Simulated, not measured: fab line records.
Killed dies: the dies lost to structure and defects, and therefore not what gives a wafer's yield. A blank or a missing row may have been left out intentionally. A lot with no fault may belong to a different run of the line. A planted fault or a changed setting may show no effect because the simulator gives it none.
Which tool did it? / flow sky130 / 6 lots, 18 wafers sampled, at 4 steps of a route of 708

## WHAT THE GAUGES READ, wafer by wafer
SKY_METAL1_THK_MEAS_06: measures by xrf.
lot=L345; measured=day 32 15:16; on=filmMetro-02; METAL1_ALCU_THK (nm)=249.4 247.3 252.2
lot=L347; measured=day 34 01:44; on=filmMetro-04; METAL1_ALCU_THK (nm)=252.8 252.3 252.3
lot=L351; measured=day 34 09:01; on=filmMetro-03; METAL1_ALCU_THK (nm)=257.8 260.3 257.5
lot=L356; measured=day 35 20:08; on=filmMetro-04; METAL1_ALCU_THK (nm)=256.9 255.6 258.9
lot=L361; measured=day 37 10:16; on=filmMetro-04; METAL1_ALCU_THK (nm)=252.9 251.1 253.1
lot=L364; measured=day 38 00:07; on=filmMetro-02; METAL1_ALCU_THK (nm)=259.4 254.4 255.9

## TOOL THAT RAN EACH LOT (tool first, then ch and the chambers of the sampled wafers, then the start)
lot=L345; SKY_LOCAL_INTERCONNECT_ETCH_13=rieMetal-02 ch 0,1, day 31 08:57; SKY_LOCAL_INTERCONNECT_STRIP_15=plasmaAsher-01 ch 0,1, day 31 09:04; SKY_CONTACT_CMP_27=cmp-01 ch 0,1, day 32 14:42
lot=L347; SKY_LOCAL_INTERCONNECT_ETCH_13=rieMetal-02 ch 0,1, day 32 19:22; SKY_LOCAL_INTERCONNECT_STRIP_15=plasmaAsher-02 ch 0,1, day 32 19:29; SKY_CONTACT_CMP_27=cmp-01 ch 1,3, day 34 01:10
lot=L351; SKY_LOCAL_INTERCONNECT_ETCH_13=rieMetal-02 ch 0,1, day 33 03:21; SKY_LOCAL_INTERCONNECT_STRIP_15=plasmaAsher-02 ch 0,1, day 33 03:28; SKY_CONTACT_CMP_27=cmp-01 ch 0,1,2, day 34 08:31
lot=L356; SKY_LOCAL_INTERCONNECT_ETCH_13=rieMetal-02 ch 0,1, day 34 14:35; SKY_LOCAL_INTERCONNECT_STRIP_15=plasmaAsher-02 ch 0,1, day 34 14:43; SKY_CONTACT_CMP_27=cmp-02 ch 0,3, day 35 19:34
lot=L361; SKY_LOCAL_INTERCONNECT_ETCH_13=rieMetal-03 ch 0,1, day 36 04:57; SKY_LOCAL_INTERCONNECT_STRIP_15=plasmaAsher-01 ch 0,1, day 36 05:04; SKY_CONTACT_CMP_27=cmp-01 ch 0,2,3, day 37 09:42
lot=L364; SKY_LOCAL_INTERCONNECT_ETCH_13=rieMetal-02 ch 1, day 36 19:27; SKY_LOCAL_INTERCONNECT_STRIP_15=plasmaAsher-01 ch 0,1, day 36 19:41; SKY_CONTACT_CMP_27=cmp-02 ch 0,1, day 37 23:34
- SKY_LOCAL_INTERCONNECT_ETCH_13: etches BARC in N2/H2, stops on SiO2, time 45.9 s, target depth 60 nm.
- SKY_LOCAL_INTERCONNECT_STRIP_15: strips in O2/N2.
- SKY_CONTACT_CMP_27: polishes, stops on SiO2, t overpolish 15 s, target thk 0 nm.

## THE ANSWER, worked out from the rows above alone
Rule: usual is defined by the lots themselves. The widest of any qualifying gaps counts: lots, ordered by their means at a reading, are off when they make up no more than a third of the lots, leave a main group of 4 or more, and stand apart from it by 3 or more times the standard deviation of that group's means. The tables above print the reading to a certain number of digits; a main group whose means all agree to those digits is not used. Also off: a lot with no number at a reading for which 4 or more lots have one. The other lots that the step has rows for count as sound.
No lot is off at any reading shown: from this, nothing can be told.

## WHAT THE SIMULATOR PUT IN
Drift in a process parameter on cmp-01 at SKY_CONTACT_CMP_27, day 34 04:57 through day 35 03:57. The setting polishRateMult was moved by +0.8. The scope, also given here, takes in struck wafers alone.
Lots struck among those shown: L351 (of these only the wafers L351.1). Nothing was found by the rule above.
